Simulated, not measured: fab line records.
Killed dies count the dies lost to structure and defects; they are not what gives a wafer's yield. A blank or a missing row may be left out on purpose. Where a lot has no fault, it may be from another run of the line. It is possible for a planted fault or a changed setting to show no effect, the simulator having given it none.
Which tool did it? ; flow gf180mcu ; Sampling: 13 lots, 39 wafers, 3 of 602 route steps

== WHAT EACH GAUGE READ, for each wafer ==
GF_V2_THK_MEAS_03.
lot;measured;on;V2_CVD_02_THK (nm)
L350;day 18 20:33;filmMetro-03;871 854 876
L351;day 19 08:05;filmMetro-01;856 876 873
L353;day 20 04:05;filmMetro-04;841 873 864
L355;day 21 08:00;filmMetro-04;851 851 866
L362;day 23 16:01;filmMetro-03;841 857 851
L364;day 24 10:34;filmMetro-04;849 852 880
L366;day 24 22:38;filmMetro-01;854 856 862
L367;day 25 09:53;filmMetro-01;849 846 851
L368;day 26 02:20;filmMetro-03;821 855 843
L369;day 26 04:25;filmMetro-03;848 844 858
L370;day 26 05:40;filmMetro-01;853 865 870
L371;day 26 15:49;filmMetro-04;858 853 876
L372;day 27 00:07;filmMetro-04;842 842 853

== WHICH TOOL RAN EACH LOT (tool, then ch and the chambers of the sampled wafers, then the start) ==
lot;GF_V1_ETCH_17;GF_V1_SPUTTER_21
L350;rieDiel-01 ch 0,1,3, day 17 18:00;pvdSputter-01, day 17 19:35
L351;rieDiel-01 ch 0,1,3, day 18 05:00;pvdSputter-03, day 18 05:50
L353;rieDiel-01 ch 1,2,3, day 19 01:00;pvdSputter-01, day 19 02:20
L355;rieDiel-03 ch 1,2, day 20 05:00;pvdSputter-03, day 20 05:52
L362;rieDiel-02 ch 1,2, day 22 13:00;pvdSputter-03, day 22 14:35
L364;rieDiel-02 ch 0,1,3, day 23 09:00;pvdSputter-02, day 23 10:02
L366;rieDiel-03 ch 2,3, day 23 21:00;pvdSputter-03, day 23 22:07
L367;rieDiel-01 ch 1,3, day 24 09:00;pvdSputter-02, day 24 09:59
L368;rieDiel-03 ch 1,2, day 24 23:00;pvdSputter-02, day 24 23:52
L369;rieDiel-03 ch 1,2,3, day 25 04:00;pvdSputter-03, day 25 05:17
L370;rieDiel-01 ch 1,2,3, day 25 05:00;pvdSputter-02, day 25 05:50
L371;rieDiel-01 ch 0,1, day 25 16:00;pvdSputter-03, day 25 16:38
L372;rieDiel-03 ch 1,2, day 26 01:00;pvdSputter-03, day 26 02:14
- GF_V1_ETCH_17: etches SiO2 in C4F8/O2/Ar, stops on TiN, target depth 630 nm.
- GF_V1_SPUTTER_21: material Ti, target thk 15 nm, time 80.02 s.

== WHAT THE TOOLS THEMSELVES READ (means of the sampled wafers that have a number; where no wafer has one, the mark that the record gives instead) ==
GF_V1_ETCH_17.
lot;tool;biasW (W);oesProductAu (a.u.)
L350;rieDiel-01;1199;0.859
L351;rieDiel-01;1197;0.859
L353;rieDiel-01;1198;0.860
L355;rieDiel-03;1200;0.858
L362;rieDiel-02;1322;0.856
L364;rieDiel-02;1320;0.856
L366;rieDiel-03;1201;0.859
L367;rieDiel-01;1199;0.853
L368;rieDiel-03;1197;0.858
L369;rieDiel-03;1202;0.852
L370;rieDiel-01;1194;0.861
L371;rieDiel-01;1203;0.856
L372;rieDiel-03;1202;0.855

GF_V1_SPUTTER_21.
lot;tool;throttleValvePct (%)
L350;pvdSputter-01;29.9
L351;pvdSputter-03;30.0
L353;pvdSputter-01;29.7
L355;pvdSputter-03;29.5
L362;pvdSputter-03;29.3
L364;pvdSputter-02;29.6
L366;pvdSputter-03;29.5
L367;pvdSputter-02;29.8
L368;pvdSputter-02;29.8
L369;pvdSputter-03;29.9
L370;pvdSputter-02;29.8
L371;pvdSputter-03;29.1
L372;pvdSputter-03;29.3

== THE ANSWER, worked out from the rows above alone ==
Rule: what is usual is taken from the lots themselves. Put in order of their means at a reading, lots are off if they are a third of the lots or fewer, leave a main group of 4 or more, and stand apart from it by a gap of 3 or more times the standard deviation of the main group's means; of several such gaps the widest counts. A main group whose means are all the same, to the digits that the tables above print for the reading, isn't used. Also off: a lot with no number at a reading for which 4 or more lots have one. The other lots that the step has rows for count as sound. After the gauges, taken in route order, come the tools' own readings; for these a lot's mean is taken, as printed above. At the first step where some lot is off, the reading lying furthest off is the one used; lots without a number count as furthest.
Off at GF_V1_ETCH_17 (biasW): L362, L364. Main group: mean 1199 W, sd 2.6.
A tool fits if, at that step or a process step before it, it ran every lot that is off, and no sound lot after the first of them. One fits: GF_V1_ETCH_17 on rieDiel-02. It ran no sound lot before its first lot that is off in this sample, so the start can't be narrowed down.
The tool's own readings at GF_V1_ETCH_17 bear it out: on the lots that are off they differ by more than 5 times the standard deviation of the sound lots' means. biasW reads 1321 W there against 1199 W on the sound lots.

== WHAT HAD BEEN PUT IN BY THE SIMULATOR ==
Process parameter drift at GF_V1_ETCH_17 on rieDiel-02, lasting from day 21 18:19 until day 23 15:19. Setting biasW, moved by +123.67, from 1200. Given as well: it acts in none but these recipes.
Struck lots among those shown: L362, L364. Same finding as the rule above.
